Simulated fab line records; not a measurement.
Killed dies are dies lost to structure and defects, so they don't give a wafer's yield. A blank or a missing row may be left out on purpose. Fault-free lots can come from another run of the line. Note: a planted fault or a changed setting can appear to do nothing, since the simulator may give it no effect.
Comparing a struck lot with a sound one | flow sky130 | 14 out of 708 route steps
Sound: these wafers, L356.2, L356.3, L356.4. Wafers struck: L346.3, L346.5, L346.6. Last of all comes the cause.
At each step with rows: each side's tool, then ch and its chambers, then its first start. Under that, the readings that differ: sound wafers | struck wafers | difference of the means | sigmas: that difference in standard deviations of wafers without a fault.
alike: readings with means less than 2 such deviations apart, plus words and numbers identical on both sides. not compared: withheld readings, readings lacking a value on some wafer, bounds such as >300 that could conceal the same value, and numbers that have no deviation in the record and whose values overlap.
A row with sigmas, a row that says differs or no value, or rows on one side alone: a step with any of these is where the two part. Non-overlapping numbers with no deviation appear without sigmas and do not part them. A reading missing from all wafers of one side parts the sides only when that side holds two or more wafers.

first, 1 step without rows for these wafers: SKY_GATE_OXIDE_WET_ETCH_12 (etches SiO2 in dHF, target depth 16.8 nm, time 336 s).
SKY_GATE_OXIDE_STRIP_13: strips in O2/N2.
  sound on plasmaAsher-01 ch 0,1, day 21 06:42; struck on plasmaAsher-01 ch 0,1, day 17 22:57
  alike: drypumpMotorCurrentA, oesProductAu, stripTimeToEndpointS
  not compared: rfHoursCounterH
SKY_GATE_OXIDE_TW_MEAS_14:
  sound on filmMetro-04 at day 21 06:49; struck on filmMetro-01 at day 17 23:02
  alike: GATE_OXIDE_TW
then, 3 steps without rows for these wafers: SKY_GATE_OXIDE_CLEAN_15 (cleans in SC1/SC2, time 150 s); SKY_GATE_OXIDE_OXIDATION_16 (stabilise 600 s, purge 300 s, target thk 3.57 nm); SKY_POLY_GATE_CVD_00 (deposits poly-Si, target thk 180 nm, time 720 s).
SKY_POLY_GATE_THK_MEAS_01:
  sound on filmMetro-02 at day 21 09:39; struck on filmMetro-04 at day 18 04:23
  alike: POLY_GATE_CVD_00_THK
then, 5 steps without rows for these wafers: SKY_RES_PROTECT_DEHYDRATE_00 (time 60 s); SKY_RES_PROTECT_HMDS_01 (prime time 60 s); SKY_RES_PROTECT_COAT_02 (resist thk 1140 nm); SKY_RES_PROTECT_SOFTBAKE_03 (time 60 s); SKY_RES_PROTECT_EXPOSE_04 (exposes mask RPM, target cd 1270 nm).
SKY_RES_PROTECT_PEB_05:
  sound on lithoTrack-04 ch 0, day 22 16:08; struck on lithoTrack-01, day 19 10:59
reading        | sound          | struck | difference                    | sigmas
exhaustPa (Pa) | 45.5 45.8 45.4 | - - -  | no value on the struck wafers | 
  not compared: chillPlateTempC
then, 1 step without rows for these wafers: SKY_RES_PROTECT_DEVELOP_06 (develop time 60 s).

== WHERE THEY PART ==
Only at SKY_RES_PROTECT_PEB_05, as far as this record shows.

WHY: what had been put in by the simulator
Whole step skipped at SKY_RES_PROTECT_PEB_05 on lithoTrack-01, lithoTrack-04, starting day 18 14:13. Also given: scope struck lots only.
